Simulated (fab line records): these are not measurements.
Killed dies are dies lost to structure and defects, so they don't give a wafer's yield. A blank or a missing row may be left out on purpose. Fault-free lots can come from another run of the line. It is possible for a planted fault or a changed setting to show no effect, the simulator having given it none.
Matching of chambers :: flow gf180mcu :: GF_V4_CMP_04 on cmp-02 has 4 sister chambers
The step polishes SiO2. 4 wafers are shown with their chamber, then 8 later ones without.

== WAFERS PAIRED WITH THEIR CHAMBERS ==
wafer: L084.5
chamber: 2
motor-current-A (A): 14.3

wafer: L088.3
chamber: 3
motor-current-A (A): 12.9

wafer: L088.5
chamber: 1
motor-current-A (A): 10.0

wafer: L089.1
chamber: 0
motor-current-A (A): 11.0

== WAFERS WITHOUT THEIR CHAMBER ==
wafer: L089.2
motor-current-A (A): 13.1

wafer: L089.6
motor-current-A (A): 9.6

wafer: L096.1
motor-current-A (A): 9.4

wafer: L096.2
motor-current-A (A): 13.1

wafer: L096.6
motor-current-A (A): 10.9

wafer: L097.2
motor-current-A (A): 9.6

wafer: L097.5
motor-current-A (A): 10.9

wafer: L097.6
motor-current-A (A): 9.8

== WHICH CHAMBER EACH ONE RAN IN ==
wafer: L089.2
from the rows above: 3
in truth: 3

wafer: L089.6
from the rows above: 1
in truth: 1

wafer: L096.1
from the rows above: 1
in truth: 1

wafer: L096.2
from the rows above: 3
in truth: 3

wafer: L096.6
from the rows above: 0
in truth: 0

wafer: L097.2
from the rows above: 1
in truth: 1

wafer: L097.5
from the rows above: 0
in truth: 0

wafer: L097.6
from the rows above: 1
in truth: 1
8 of 8 placed correctly. Number that these rows cannot place: 0. Placed wrongly: 0.
How it was worked out, from the rows above alone: a wafer's distance from a chamber is the root of the sum, over the readings, of the square of ((its reading less the chamber's mean) divided by the reading's scatter). The wafer belongs to the nearest chamber; if the next one is less than 2 further off, it can't be placed. Each chamber's mean is taken over the wafers shown for it. The scatter: with one shown wafer a chamber, the root of the mean of the squares of how far each hidden wafer lies from its nearest shown one.
